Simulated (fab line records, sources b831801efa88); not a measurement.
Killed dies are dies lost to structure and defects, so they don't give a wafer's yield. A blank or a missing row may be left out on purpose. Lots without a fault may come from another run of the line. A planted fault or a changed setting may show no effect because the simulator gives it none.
Chamber matching | flow sky130 | SKY_VIA1_CMP_02 on cmp-02: 4 sister chambers
The step polishes SiO2. 4 wafers are shown with their chamber, then 9 later ones without.

WAFERS WITH THEIR CHAMBER
wafer  | chamber | motor_current_A (A)
L663.1 | 1       | 11.4
L665.2 | 0       | 12.3
L665.4 | 3       | 12.1
L665.5 | 2       | 14.3

WAFERS WITHOUT THEIR CHAMBER
wafer  | motor_current_A (A)
L671.1 | 12.0
L671.3 | 13.9
L671.4 | 11.9
L672.3 | 13.6
L672.5 | 14.8
L672.6 | 10.7
L675.2 | 11.8
L675.5 | 10.9
L675.6 | 13.9

WHICH CHAMBER EACH WENT THROUGH
wafer  | from the rows above          | in truth
L671.1 | can't be placed: 3 or 0 or 1 | 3
L671.3 | 2                            | 2
L671.4 | can't be placed: 3 or 0 or 1 | 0
L672.3 | can't be placed: 2 or 0 or 3 | 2
L672.5 | 2                            | 2
L672.6 | can't be placed: 1 or 3 or 0 | 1
L675.2 | can't be placed: 3 or 1 or 0 | 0
L675.5 | can't be placed: 1 or 3 or 0 | 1
L675.6 | 2                            | 2
Placed correctly: 3 of 9. Can't be placed from these rows: 6 (the true chamber is among the candidates in 6). Placed wrongly: 0.
How it was worked out, from the rows above alone: a wafer's distance from a chamber is the root of the sum, over the readings, of the square of ((its reading less the chamber's mean) divided by the reading's scatter). The wafer belongs to the nearest chamber; if the next one is less than 2 further off, it can't be placed. A chamber's mean is the mean of its shown wafers. The scatter: with one shown wafer a chamber, the root of the mean of the squares of how far each hidden wafer lies from its nearest shown one.
